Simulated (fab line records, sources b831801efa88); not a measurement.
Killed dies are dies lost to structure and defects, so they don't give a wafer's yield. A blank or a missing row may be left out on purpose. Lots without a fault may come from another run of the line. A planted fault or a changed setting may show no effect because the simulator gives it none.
A struck lot beside a sound one | flow sfq_line | 25 steps out of a route of 325
Sound: wafers L128.2, L128.5, L128.6. Struck: wafer L142.3. (L142.4, L142.5 of the same lot were not struck and are left out.) The cause comes at the end.
At each step with rows: each side's tool, then ch and its chambers, then its first start. Under that, the readings that differ: sound wafers | struck wafers | difference of the means | sigmas: that difference in standard deviations of wafers without a fault.
alike: readings whose means differ by less than 2 such deviations, and words and numbers that are the same on both sides. not compared: withheld readings, readings that some wafer has no value for, bounds like >300 that may hide the same value, and numbers for which the record gives no deviation and whose values overlap.
The two part at a step that has a row with sigmas, a row that says differs or no value, or rows on one side only. Numbers that don't overlap but have no deviation are shown without sigmas and don't part them. A reading that every wafer of one side lacks parts them only if that side has two wafers or more.

first, 3 steps without rows for these wafers: SFQ_TRILAYER_I4_VIA_LITHO_EXPOSE_104 (exposes mask I4, target cd 700 nm); SFQ_TRILAYER_I4_VIA_LITHO_PEB_106 (peb time 60 s); SFQ_TRILAYER_I4_VIA_LITHO_DEVELOP_105 (time 60 s).
SFQ_I4_OVL_MEAS_928:
  sound on overlay-01, day 50 23:52; struck on overlay-01, day 56 17:47
  reading     | sound | struck | difference | sigmas
  I4_OVL (nm) | 9 8 5 | -8     | -15        | -3
SFQ_TRILAYER_I4_VIA_BARC_OPEN_VIA_ETCH_146: etches BARC in O2, target depth 125 nm, time 41.7 s.
  sound on rie_diel-01 ch 1,2,3, day 50 23:54; struck on rie_diel-03 ch 1, day 56 17:49
  alike: bias_w, drypump_motor_current_A, oes_product_au
  not compared: rf_hours_counter_h
SFQ_TRILAYER_I4_VIA_ETCH_VIA_ETCH_106: etches SiO2 in CHF3, stops on Nb, target depth 260 nm.
  sound on rie_diel-01 ch 1,2,3, day 50 23:56; struck on rie_diel-03 ch 1, day 56 17:51
  alike: bias_w, drypump_motor_current_A, oes_product_au
then, 4 steps without rows for these wafers: SFQ_TRILAYER_I4_VIA_STRIP_STRIP_107 (strips in O2); SFQ_TRILAYER_I4_VIA_STRIP_SOLV_CLEAN_108 (cleans in NMP, time 600 s); SFQ_TRILAYER_JJ_TRILAYER_DEP_PRE_CLEAN_113 (time 22.5 s); SFQ_TRILAYER_JJ_TRILAYER_DEP_SPUTTER_109 (material Nb, target thk 150 nm, time 100 s).
SFQ_TRILAYER_JJ_TRILAYER_DEP_SPUTTER_110: material Al, target thk 8 nm, time 10 s.
  sound on pvd_sputter-05, day 51 00:56; struck on pvd_sputter-04, day 56 18:50
  alike: throttle_valve_pct
then, 1 step without rows for these wafers: SFQ_TRILAYER_JJ_TRILAYER_DEP_AL_OXIDATION_111 (oxidation time 600 s).
SFQ_TRILAYER_JJ_TRILAYER_DEP_SPUTTER_112: material Nb, target thk 170 nm, time 113.3 s.
  sound on pvd_sputter-05, day 51 01:58; struck on pvd_sputter-04, day 56 19:52
  alike: throttle_valve_pct
SFQ_JJ_RS_MEAS_929: measures by four-point-probe.
  sound on film_metro-03, day 51 02:04; struck on film_metro-04, day 56 19:59
  reading           | sound             | struck | difference | sigmas
  JJ_NB_RS (ohm/sq) | 1.038 1.039 1.044 | 1.239  | +0.199     | +17
then, 6 steps without rows for these wafers: SFQ_TRILAYER_JJ_CE_LITHO_COAT_119 (resist thk 62 nm); SFQ_TRILAYER_JJ_CE_LITHO_COAT_114 (resist thk 600 nm); SFQ_TRILAYER_JJ_CE_LITHO_SOFTBAKE_118; SFQ_TRILAYER_JJ_CE_LITHO_EXPOSE_115 (exposes mask J5, target cd 700 nm); SFQ_TRILAYER_JJ_CE_LITHO_PEB_117 (peb time 60 s); SFQ_TRILAYER_JJ_CE_LITHO_DEVELOP_116 (time 60 s).
SFQ_JJ_OVL_MEAS_931:
  sound on overlay-02, day 51 04:50; struck on overlay-01, day 56 22:45
  alike: J5_OVL
SFQ_TRILAYER_JJ_CE_METRO_MEASURE_117:
  sound on cd_sem-02, day 51 05:04; struck on cd_sem-01, day 56 23:10
  alike: cd_nm
SFQ_TRILAYER_JJ_CE_BARC_OPEN_RIE_150: chemistry O2, target BARC, target depth 240 nm, time 80 s.
  sound on rie_metal-02 ch 0,1, day 51 06:04; struck on rie_metal-02 ch 1, day 57 00:00
  alike: bias_w, drypump_motor_current_A, he_backside_leak_sccm, oes_product_au
  not compared: rf_hours_counter_h
SFQ_TRILAYER_JJ_CE_ETCH_RIE_118: chemistry SF6, target Nb, stops on Al2O3, time 97.7 s, target depth 170 nm.
  sound on rie_metal-02 ch 0,1, day 51 06:09; struck on rie_metal-02 ch 1, day 57 00:06
  reading               | sound             | struck | difference | sigmas
  oes_product_au (a.u.) | 0.988 0.988 0.980 | 0.904  | -0.081     | -13
  alike: bias_w, drypump_motor_current_A, he_backside_leak_sccm
  not compared: rf_hours_counter_h
then, 1 step without rows for these wafers: SFQ_TRILAYER_JJ_ANODIZE_ANODIZE_119.

WHERE THEY PART
First at SFQ_I4_OVL_MEAS_928; last, within this record, at SFQ_TRILAYER_JJ_CE_ETCH_RIE_118.

WHY: what the simulator had put in
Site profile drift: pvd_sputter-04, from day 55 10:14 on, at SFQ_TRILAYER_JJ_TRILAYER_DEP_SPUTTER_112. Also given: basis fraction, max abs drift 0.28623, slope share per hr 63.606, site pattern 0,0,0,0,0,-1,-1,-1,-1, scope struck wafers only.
